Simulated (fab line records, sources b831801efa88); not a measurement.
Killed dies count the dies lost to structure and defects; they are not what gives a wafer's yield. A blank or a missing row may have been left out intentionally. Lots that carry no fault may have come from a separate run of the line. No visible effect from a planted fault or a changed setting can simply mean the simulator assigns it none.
The tool behind it: which one?	flow sky130	24 lots, 72 wafers sampled, at 6 steps of a route of 708

## WHAT EACH GAUGE READ, for each wafer
SKY_VIA2_BOW_MEAS_03. Usual: for VIA2_BOW the level is 84 um and the standard deviation is 6.5.
lot	measured	on	VIA2_BOW (um)	flag
L074	day 35 15:20	film_metro-01	83 89 72	
L075	day 35 16:31	film_metro-01	86 76 76	
L076	day 36 04:38	film_metro-04	75 86 87	
L077	day 36 21:32	film_metro-03	82 78 93	
L079	day 37 06:39	film_metro-01	70 80 74	
L078	day 37 07:32	film_metro-01	95 83 87	
L080	day 37 07:42	film_metro-03	79 75 81	
L081	day 38 11:18	film_metro-01	83 71 72	
L083	day 38 16:25	film_metro-04	82 90 88	
L082	day 38 20:35	film_metro-04	79 98 77	
L084	day 39 00:49	film_metro-01	90 79 81	
L085	day 39 12:01	film_metro-04	83 77 88	
L086	day 39 18:11	film_metro-04	79 77 77	
L088	day 40 10:04	film_metro-04	89 93 80	
L087	day 40 11:30	film_metro-04	87 95 87	
L090	day 40 13:14	film_metro-04	90 90 82	
L089	day 40 14:01	film_metro-04	106 81 86	
L091	day 40 18:42	film_metro-01	93 84 88	
L092	day 40 21:58	film_metro-04	89 93 91	
L093	day 41 10:58	film_metro-01	85 82 76	
L094	day 41 13:01	film_metro-04	74 95 85	
L095	day 41 17:49	film_metro-04	81 91 90	
L096	day 42 03:23	film_metro-01	83 83 80	
L097	day 42 06:32	film_metro-01	78 90 79	

SKY_CAPM_THK_MEAS_04: measures by xrf. Usual: for CAPM_TIN_THK the level is 195.7 nm and the standard deviation is 2.6.
lot	measured	on	CAPM_TIN_THK (nm)	flag
L074	day 36 21:16	film_metro-01	195.3 192.8 194.1	
L075	day 36 21:37	film_metro-02	194.1 195.6 196.1	
L076	day 37 09:37	film_metro-04	198.9 197.2 197.8	
L077	day 38 01:26	film_metro-02	195.3 195.3 194.6	
L079	day 38 10:28	film_metro-04	199.7 198.1 199.0	
L078	day 38 11:07	film_metro-02	194.0 192.6 193.7	
L080	day 38 11:39	film_metro-02	194.0 194.9 193.7	
L081	day 39 13:52	film_metro-04	197.6 199.4 197.1	
L083	day 39 19:43	film_metro-01	198.1 200.7 200.8	
L082	day 39 23:52	film_metro-02	189.3 192.5 191.5	
L084	day 40 04:01	film_metro-01	196.6 194.3 197.2	
L085	day 40 14:23	film_metro-01	194.1 192.8 193.0	
L086	day 40 20:04	film_metro-04	199.4 200.5 199.5	
L088	day 41 12:37	film_metro-04	194.4 195.7 195.8	
L087	day 41 13:37	film_metro-02	194.5 194.1 194.3	
L090	day 41 15:22	film_metro-04	195.0 194.9 193.2	
L089	day 41 16:46	film_metro-01	200.5 199.2 199.9	
L091	day 41 20:53	film_metro-02	191.6 192.9 192.0	
L092	day 42 00:32	film_metro-02	198.9 197.2 196.1	
L093	day 42 13:11	film_metro-02	198.2 196.1 198.4	
L094	day 42 14:20	film_metro-02	194.5 191.9 192.1	
L095	day 42 19:31	film_metro-01	193.8 193.4 193.3	
L096	day 43 04:43	film_metro-01	195.0 198.2 198.1	
L097	day 43 07:40	film_metro-01	192.3 193.7 194.7	

SKY_METAL3_CD_MEAS_13: target cd 300 nm. Usual: 299.9 nm for cd_nm, sd 1.2.
lot	measured	on	cd_nm (nm)	flag
L074	day 39 00:53	cd_sem-02	298.8 299.2 299.1	
L075	day 39 01:28	cd_sem-01	300.0 300.2 298.5	
L076	day 39 11:47	cd_sem-01	301.3 300.9 299.7	
L077	day 40 03:50	cd_sem-01	300.0 301.0 301.0	
L079	day 40 12:43	cd_sem-02	297.8 298.7 297.4	
L078	day 40 12:56	cd_sem-01	300.7 301.0 300.2	
L080	day 40 13:56	cd_sem-01	301.6 301.3 299.5	
L081	day 41 15:25	cd_sem-02	299.5 299.7 298.9	
L083	day 41 21:17	cd_sem-02	302.1 298.7 301.9	
L082	day 42 00:37	cd_sem-02	299.1 298.6 298.9	
L084	day 42 03:20	cd_sem-01	299.1 298.3 299.2	
L085	day 42 13:52	cd_sem-02	302.1 300.4 300.9	
L086	day 42 20:25	cd_sem-02	299.2 299.5 297.8	
L088	day 43 11:59	cd_sem-02	299.1 300.1 298.8	
L087	day 43 13:38	cd_sem-01	300.1 299.8 300.0	
L090	day 43 14:30	cd_sem-01	299.0 299.8 298.7	
L089	day 43 15:19	cd_sem-02	299.4 299.3 299.1	
L091	day 43 20:10	cd_sem-02	301.6 301.6 301.8	
L092	day 43 23:35	cd_sem-02	300.9 301.8 302.2	
L093	day 44 10:26	cd_sem-02	300.1 301.3 301.5	
L094	day 44 12:38	cd_sem-01	302.4 300.5 302.2	
L095	day 44 18:08	cd_sem-02	298.1 299.9 299.0	
L096	day 45 01:23	cd_sem-02	300.8 300.0 299.0	
L097	day 45 04:11	cd_sem-01	299.5 299.4 299.1	

## WHAT TOOL EACH LOT RAN ON (gives the tool, then ch and the chambers of the sampled wafers, and finally the start)
lot	SKY_VIA2_ETCH_14	SKY_METAL3_SPUTTER_01	SKY_METAL3_SPUTTER_03
L074	rie_diel-03 ch 0,1,3, day 36 17:55	pvd_sputter-02, day 36 20:49	pvd_sputter-02, day 36 20:53
L075	rie_diel-01 ch 0,1,3, day 36 19:34	pvd_sputter-04, day 36 21:01	pvd_sputter-04, day 36 21:05
L076	rie_diel-04 ch 0,1,2, day 37 07:46	pvd_sputter-03, day 37 09:11	pvd_sputter-03, day 37 09:14
L077	rie_diel-03 ch 0,1,2, day 37 23:35	pvd_sputter-03, day 38 00:59	pvd_sputter-03, day 38 01:03
L079	rie_diel-04 ch 0,1, day 38 08:37	pvd_sputter-03, day 38 10:01	pvd_sputter-03, day 38 10:05
L078	rie_diel-01 ch 0,2,3, day 38 09:16	pvd_sputter-03, day 38 10:40	pvd_sputter-03, day 38 10:44
L080	rie_diel-04 ch 0,2,3, day 38 09:46	pvd_sputter-02, day 38 11:10	pvd_sputter-02, day 38 11:14
L081	rie_diel-03 ch 0,3, day 39 12:01	pvd_sputter-02, day 39 13:25	pvd_sputter-02, day 39 13:29
L083	rie_diel-04 ch 2,3, day 39 17:52	pvd_sputter-03, day 39 19:16	pvd_sputter-03, day 39 19:20
L082	rie_diel-04 ch 1,2,3, day 39 22:01	pvd_sputter-03, day 39 23:25	pvd_sputter-03, day 39 23:29
L084	rie_diel-01 ch 0,1,2, day 40 02:03	pvd_sputter-03, day 40 03:34	pvd_sputter-03, day 40 03:38
L085	rie_diel-03 ch 1,2,3, day 40 12:31	pvd_sputter-04, day 40 13:55	pvd_sputter-04, day 40 13:59
L086	rie_diel-04 ch 1,2, day 40 18:06	pvd_sputter-03, day 40 19:37	pvd_sputter-03, day 40 19:41
L088	rie_diel-04 ch 1,3, day 41 10:46	pvd_sputter-04, day 41 12:10	pvd_sputter-04, day 41 12:14
L087	rie_diel-03 ch 0,3, day 41 11:44	pvd_sputter-04, day 41 13:10	pvd_sputter-04, day 41 13:14
L090	rie_diel-04 ch 0,1, day 41 13:19	pvd_sputter-02, day 41 14:53	pvd_sputter-02, day 41 14:58
L089	rie_diel-01 ch 0,2, day 41 14:55	pvd_sputter-02, day 41 16:19	pvd_sputter-02, day 41 16:23
L091	rie_diel-03 ch 2,3, day 41 19:01	pvd_sputter-02, day 41 20:25	pvd_sputter-02, day 41 20:29
L092	rie_diel-01 ch 1,3, day 41 22:42	pvd_sputter-04, day 42 00:05	pvd_sputter-04, day 42 00:10
L093	rie_diel-04 ch 0,1,3, day 42 11:19	pvd_sputter-04, day 42 12:43	pvd_sputter-04, day 42 12:47
L094	rie_diel-04 ch 0,2,3, day 42 12:28	pvd_sputter-03, day 42 13:52	pvd_sputter-03, day 42 13:56
L095	rie_diel-01 ch 1,2, day 42 17:40	pvd_sputter-03, day 42 19:04	pvd_sputter-03, day 42 19:08
L096	rie_diel-03 ch 0,2, day 43 02:52	pvd_sputter-02, day 43 04:16	pvd_sputter-02, day 43 04:20
L097	rie_diel-04 ch 2,3, day 43 05:49	pvd_sputter-02, day 43 07:13	pvd_sputter-02, day 43 07:17
- SKY_VIA2_ETCH_14: etches BARC in N2/H2, stops on SiO2, time 45.9 s, target depth 60 nm.
- SKY_METAL3_SPUTTER_01: material TiN, target thk 20 nm, time 16.7 s.
- SKY_METAL3_SPUTTER_03: material Ti, target thk 5 nm, time 3.3 s.

## AS READ BY THE TOOLS THEMSELVES (means over the sampled wafers that have a number; for cases with no such wafer, the mark the record gives instead)
SKY_VIA2_ETCH_14. Usual: bias_w 99.99 W, standard deviation 0.28; drypump_motor_current_A 5.6 A, standard deviation 0.52; oes_product_au 0.853 a.u., standard deviation 0.0053; rf_fwd_power_W 494.6 W, standard deviation 2.1; throttle_valve_pct 13.223 %, standard deviation 0.0098.
lot	tool	bias_w (W)	drypump_motor_current_A (A)	oes_product_au (a.u.)	rf_fwd_power_W (W)	throttle_valve_pct (%)	flag
L074	rie_diel-03	100.05	5.6	0.848	494.2	13.217	
L075	rie_diel-01	100.23	5.8	0.848	494.0	13.225	
L076	rie_diel-04	99.73	5.5	0.850	495.3	13.215	
L077	rie_diel-03	99.96	5.7	0.850	493.2	13.223	
L079	rie_diel-04	100.21	5.4	0.855	496.1	13.217	
L078	rie_diel-01	100.01	5.6	0.856	495.8	13.227	
L080	rie_diel-04	99.92	5.3	0.854	496.9	13.221	
L081	rie_diel-03	99.73	6.0	0.854	491.0	13.238	
L083	rie_diel-04	99.96	5.3	0.859	497.4	13.223	
L082	rie_diel-04	99.89	5.4	0.849	495.2	13.233	
L084	rie_diel-01	100.17	6.1	0.851	494.4	13.219	
L085	rie_diel-03	100.02	5.7	0.850	494.7	13.220	
L086	rie_diel-04	100.03	5.6	0.857	495.9	13.223	
L088	rie_diel-04	99.77	5.4	0.853	495.1	13.226	
L087	rie_diel-03	100.19	6.0	0.849	491.8	13.223	
L090	rie_diel-04	100.15	5.6	0.849	495.4	13.226	
L089	rie_diel-01	100.01	5.8	0.856	492.9	13.218	
L091	rie_diel-03	100.18	6.2	0.851	492.3	13.223	
L092	rie_diel-01	99.76	5.8	0.855	494.7	13.226	
L093	rie_diel-04	100.25	5.3	0.858	493.6	13.221	
L094	rie_diel-04	99.99	5.3	0.850	495.1	13.219	
L095	rie_diel-01	100.03	5.7	0.852	493.6	13.218	
L096	rie_diel-03	100.10	6.1	0.852	492.3	13.227	
L097	rie_diel-04	100.00	5.1	0.855	494.5	13.229	

SKY_METAL3_SPUTTER_01. Usual: 29.6 % for throttle_valve_pct, sd 1.
lot	tool	throttle_valve_pct (%)	flag
L074	pvd_sputter-02	29.4	
L075	pvd_sputter-04	30.6	
L076	pvd_sputter-03	29.2	
L077	pvd_sputter-03	29.8	
L079	pvd_sputter-03	29.4	
L078	pvd_sputter-03	29.0	
L080	pvd_sputter-02	29.1	
L081	pvd_sputter-02	29.3	
L083	pvd_sputter-03	29.0	
L082	pvd_sputter-03	29.5	
L084	pvd_sputter-03	29.5	
L085	pvd_sputter-04	30.7	
L086	pvd_sputter-03	29.4	
L088	pvd_sputter-04	29.5	
L087	pvd_sputter-04	30.4	
L090	pvd_sputter-02	28.8	
L089	pvd_sputter-02	28.9	
L091	pvd_sputter-02	28.8	
L092	pvd_sputter-04	29.4	
L093	pvd_sputter-04	30.4	
L094	pvd_sputter-03	29.6	
L095	pvd_sputter-03	29.4	
L096	pvd_sputter-02	29.3	
L097	pvd_sputter-02	29.8	

SKY_METAL3_SPUTTER_03. Usual: 29.5 % for throttle_valve_pct, sd 1.
lot	tool	throttle_valve_pct (%)	flag
L074	pvd_sputter-02	29.2	
L075	pvd_sputter-04	30.4	
L076	pvd_sputter-03	29.1	
L077	pvd_sputter-03	29.5	
L079	pvd_sputter-03	29.5	
L078	pvd_sputter-03	29.1	
L080	pvd_sputter-02	29.0	
L081	pvd_sputter-02	29.1	
L083	pvd_sputter-03	28.9	
L082	pvd_sputter-03	29.5	
L084	pvd_sputter-03	29.6	
L085	pvd_sputter-04	30.5	
L086	pvd_sputter-03	29.4	
L088	pvd_sputter-04	29.4	
L087	pvd_sputter-04	30.5	
L090	pvd_sputter-02	28.9	
L089	pvd_sputter-02	28.9	
L091	pvd_sputter-02	29.0	
L092	pvd_sputter-04	29.4	
L093	pvd_sputter-04	30.3	
L094	pvd_sputter-03	29.6	
L095	pvd_sputter-03	29.3	
L096	pvd_sputter-02	29.2	
L097	pvd_sputter-02	29.5	

## THE ANSWER, worked out from the rows above alone
Rule: lot off if the mean of its wafers having a number is beyond 3 standard deviations from the usual mean. A lot without any number at a reading at which 4 lots or more have one is off too. Where the step has rows for the other lots, those lots are counted as sound. Order of review: gauges by route order, followed by the tools' own readings, for which a lot's mean as printed above is used. The first step at which some lot is off is used, and at that step the reading that is off furthest; a lot without a number counts as furthest.
Across all readings shown, no lot is off: no conclusion can be drawn from this.

## WHAT HAD BEEN PUT IN BY THE SIMULATOR
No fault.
